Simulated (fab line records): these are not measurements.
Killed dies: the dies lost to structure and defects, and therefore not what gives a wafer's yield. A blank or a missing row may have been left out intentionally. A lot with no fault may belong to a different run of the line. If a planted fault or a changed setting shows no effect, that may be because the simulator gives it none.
One fault through the eyes of 2 desks | flow sky130 | each desk has only its own numbers; what lay behind them comes last

THE METROLOGY DESK
Means of the sampled wafers that have a number, per lot and without regard to the tool the lot ran on: this is what the gauges read. The brackets show how far a lot's mean lies from the usual mean; more than 4 standard deviations puts the lot out of limits, marked OUT.
Columns: A = VIA1_BOW at SKY_VIA1_BOW_MEAS_03, usual 81 um; B = cdNm at SKY_VIA1_CD_MEAS_12, usual 150.3 nm; C = VIA1_OVL at SKY_VIA1_OVL_MEAS_13, usual 2 nm
lot  | first seen here | A  | B     | C
L445 | day 32 17:59    | 81 | 149.4 | 0
L455 | day 36 10:36    | 79 | 150.5 | 8
L456 | day 36 17:32    | 87 | 151.1 | -2
L457 | day 36 21:52    | 78 | 149.3 | 6
L459 | day 37 08:04    | 81 | 148.3 | 5
L465 | day 39 06:08    | 82 | 149.3 | 8
This desk found nothing out of limits on any of the 6 lots.

TOOL OWNER'S DESK, rieDiel-02
The tool's own readings at SKY_VIA1_ETCH_14 (etches BARC in N2/H2, stops on SiO2, time 45.9 s, target depth 60 nm): means of the sampled wafers that have a number, for each lot that ran on this tool. The brackets show how far a lot's mean lies from the usual mean; more than 4 standard deviations puts the lot out of limits, marked OUT.
Columns: A = drypumpMotorCurrentA at SKY_VIA1_ETCH_14, usual 5.6 A; B = n2FlowSccm at SKY_VIA1_ETCH_14, usual 99.98 sccm; C = oesProductAu at SKY_VIA1_ETCH_14, usual 0.854 a.u.; D = runLengthS at SKY_VIA1_ETCH_14, usual 74.3 s; E = throttleValvePct at SKY_VIA1_ETCH_14, usual 13.226 %
lot  | first seen here | A   | B      | C               | D               | E
L455 | day 37 12:13    | 5.9 | 100.22 | 0.852           | 73.8            | 13.231
L457 | day 38 00:41    | 5.7 | 100.14 | 0.907 (+11) OUT | 70.7 (-6.2) OUT | 13.237
L459 | day 38 09:41    | 5.6 | 100.04 | 0.914 (+12) OUT | 71.2 (-5.3) OUT | 13.228
This desk finds L457, L459 out of limits, L457 being first, at day 38 00:41 (oesProductAu at SKY_VIA1_ETCH_14). L455 stayed within limits.

TAKEN TOGETHER
The tool owner's desk could have raised an alarm at day 38 00:41, on L457, L459.
The metrology desk saw nothing out of limits.
The metrology desk holds a record of L457, L459, inside its limits.
On rieDiel-02, each named lot ran SKY_VIA1_ETCH_14.

WHAT THE SIMULATOR HAD PUT IN
rieDiel-02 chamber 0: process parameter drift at SKY_VIA1_ETCH_14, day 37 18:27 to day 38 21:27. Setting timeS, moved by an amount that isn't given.
Struck lots among those shown: L457, L459.
How many hours passed from the start of the fault until each desk's first out-of-limits reading: the tool owner's desk, 6.
